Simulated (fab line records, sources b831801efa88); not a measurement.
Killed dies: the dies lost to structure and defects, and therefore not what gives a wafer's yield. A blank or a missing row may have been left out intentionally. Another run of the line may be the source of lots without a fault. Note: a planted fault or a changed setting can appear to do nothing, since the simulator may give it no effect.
Problem report, 8D (eight disciplines) form, completed by code + flow gf180mcu + the parts of the form that need people (team, actions taken, sign-off) are left out

1. PROBLEM STATEMENT
Mean HV_LDD_TW at GF_HV_LDD_TW_MEAS_11: 2339 over 6 wafers in 2 lots; fault-free wafers: 2409, standard deviation 10. That is -7.0 standard deviations from the usual mean.
First seen on wafer L856.1, day 15 11:10, on film_metro-04. The record holds 39 wafers of 13 lots with a number at this step. The rule behind "out" and "out of limits": a value lying over 4 standard deviations away from the usual mean. All remaining wafers that have a number are taken as sound.

2. WHAT IT IS, AND WHAT IT ISN'T
| question                    | is                           | is not                                                                    |
|-----------------------------|------------------------------|---------------------------------------------------------------------------|
| which readings at this step | HV_LDD_TW                    | -                                                                         |
| which lots                  | L856, L858                   | L839, L840, L841, L842, L844, L846, L848, L849, L851, L857, L861          |
| which wafers of those lots  | all that have a number       | -                                                                         |
| read on which gauges        | film_metro-03, film_metro-04 | film_metro-01                                                             |
| when                        | from day 15 11:10            | up to then (27 sound wafers); but 6 sound wafers of L857, L861 came after |

3. WHAT RULES OUT EACH SUSPECT
Counting: a tool at any process step up to the reading remains a suspect when it ran all the lots that are out and ran no sound lot after the first of those.
- the gauge at GF_HV_LDD_TW_MEAS_11: ruled out. The wafers that are out were read on 2 gauges (film_metro-03, film_metro-04).
- implanter-04 at GF_HV_LDD_IMPLANT_09: kept. It ran every lot that is out, first L856 (day 15 10:55), and no sound lot after that; its last sound lot up to then is L849 (day 13 04:27). On those wafers its own readings are out: dose_ions_cm2.
The count leaves implanter-04 at GF_HV_LDD_IMPLANT_09.

4. THE CAUSE (what the simulator had put in)
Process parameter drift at GF_HV_LDD_IMPLANT_09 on implanter-04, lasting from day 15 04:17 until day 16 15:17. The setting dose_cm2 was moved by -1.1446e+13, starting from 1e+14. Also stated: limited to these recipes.
Only this tool survived the counting.

5. SEQUENCE OF EFFECTS, ordered by route
Each row: a reading whose mean over the struck wafers that have a number lies more than 3 standard deviations from the usual. Readings are gone through only where the record gives a usual standard deviation; hours: the median, over the lots, of the time from a lot's start at the first step in this table giving one to that lot's start at this step; sigmas: the change measured in usual standard deviations.
| hours | step                 | reading            | usual        | on struck wafers | change      | sigmas      |
|-------|----------------------|--------------------|--------------|------------------|-------------|-------------|
| 0     | GF_HV_LDD_IMPLANT_09 | dose_ions_cm2      | 1.0001e+14   | 8.8563e+13       | -1.1447e+13 | -99 or more |
| 0     | GF_HV_LDD_IMPLANT_09 | faraday_current_uA | 563          | 501              | -62         | -4.8        |
| 0     | GF_HV_LDD_TW_MEAS_11 | HV_LDD_TW          | 2409         | 2339             | -70         | -7.0        |
| 70    | GF_HV_LDD_RS_MEAS_53 | HV_LDD_RS          | 418.3 ohm/sq | 440.9            | +22.6       | +28         |
It contains these process steps:
- GF_HV_LDD_IMPLANT_09
Later measuring or inspecting steps at which every struck wafer that the step has a row for has a number for every such reading, and none has moved that far: GF_SAB_THK_MEAS_01.

6. HOW IT WOULD HAVE BEEN CAUGHT EARLIER
Counted from the fault's start at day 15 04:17, it took 7 hours until the first out-of-limits reading at a measuring or inspecting step in this record, taken at day 15 11:10.
At GF_HV_LDD_IMPLANT_09, the tool's own readings (dose_ions_cm2) were out on each struck wafer the step has a row for, so an alarm limit on them would have fired on the first such wafer.
Among the 2 lots that are out, L858 began GF_HV_LDD_IMPLANT_09 on implanter-04 after day 15 11:10. A tool hold placed at that time would have kept it from harm.
